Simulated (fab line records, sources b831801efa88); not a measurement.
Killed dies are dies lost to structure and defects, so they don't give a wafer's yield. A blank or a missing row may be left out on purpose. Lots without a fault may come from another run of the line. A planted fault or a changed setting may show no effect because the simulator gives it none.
Chamber matching | flow sky130 | SKY_VIA1_CMP_02 on cmp-02: 4 sister chambers
The step polishes SiO2. 24 wafers are shown with their chamber, then 12 later ones without.

WAFERS WITH THEIR CHAMBER
wafer  | chamber | motor_current_A (A) | platen_rpm (rpm)
L074.1 | 2       | 9.3                 | 59.93
L074.2 | 1       | 11.5                | 60.00
L074.5 | 3       | 12.1                | 60.08
L075.1 | 2       | 9.7                 | 59.96
L075.4 | 0       | 11.3                | 60.04
L075.5 | 0       | 10.7                | 60.03
L076.1 | 1       | 11.5                | 60.01
L076.3 | 3       | 11.3                | 60.03
L076.5 | 2       | 9.5                 | 60.01
L082.1 | 3       | 11.9                | 60.04
L082.3 | 1       | 11.2                | 60.04
L082.5 | 2       | 9.6                 | 59.96
L084.1 | 1       | 11.1                | 60.08
L084.3 | 0       | 10.8                | 60.05
L084.5 | 3       | 11.6                | 60.01
L087.1 | 0       | 10.7                | 59.94
L087.2 | 1       | 11.3                | 59.98
L087.4 | 2       | 9.3                 | 59.97
L088.2 | 2       | 9.4                 | 59.99
L088.3 | 3       | 12.4                | 60.05
L088.6 | 3       | 11.8                | 60.05
L091.2 | 1       | 11.7                | 60.02
L091.4 | 0       | 11.6                | 59.95
L091.5 | 2       | 9.9                 | 59.96

SIGNATURES (means of the wafers above)
reading         | chamber 0 | chamber 1 | chamber 2 | chamber 3 | scatter within a chamber
motor_current_A | 11.020    | 11.383    | 9.529     | 11.850    | 0.312
platen_rpm      | 60.0020   | 60.0217   | 59.9686   | 60.0433   | 0.0345
Rule: a wafer's distance from a chamber is the root of the sum, over the readings, of the square of ((its reading less the chamber's mean) divided by the reading's scatter). The wafer belongs to the nearest chamber; if the next one is less than 2 further off, it can't be placed. The scatter: the root of (the sum of the squares of (reading less its chamber's mean) over the shown wafers, divided by (wafers less chambers)).

WAFERS WITHOUT THEIR CHAMBER
wafer  | motor_current_A (A) | platen_rpm (rpm)
L093.2 | 10.2                | 59.98
L093.3 | 11.0                | 60.01
L093.5 | 11.0                | 59.97
L095.1 | 10.2                | 60.04
L095.2 | 11.8                | 60.07
L095.3 | 11.7                | 59.95
L096.1 | 9.5                 | 59.99
L096.3 | 11.7                | 60.00
L096.6 | 9.8                 | 60.00
L097.1 | 12.0                | 59.98
L097.2 | 9.7                 | 59.90
L097.4 | 10.9                | 60.02

WHICH CHAMBER EACH WENT THROUGH
wafer  | from the rows above          | in truth
L093.2 | can't be placed: 2 or 0 or 1 | 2
L093.3 | can't be placed: 0 or 1      | 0
L093.5 | can't be placed: 0 or 1      | 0
L095.1 | can't be placed: 0 or 2 or 1 | 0
L095.2 | can't be placed: 3 or 1      | 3
L095.3 | can't be placed: 1 or 0 or 3 | 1
L096.1 | 2                            | 2
L096.3 | can't be placed: 1 or 3 or 0 | 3
L096.6 | 2                            | 2
L097.1 | can't be placed: 3 or 1 or 0 | 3
L097.2 | 2                            | 2
L097.4 | can't be placed: 0 or 1      | 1
Placed correctly: 3 of 12. Can't be placed from these rows: 9 (the true chamber is among the candidates in 9). Placed wrongly: 0.
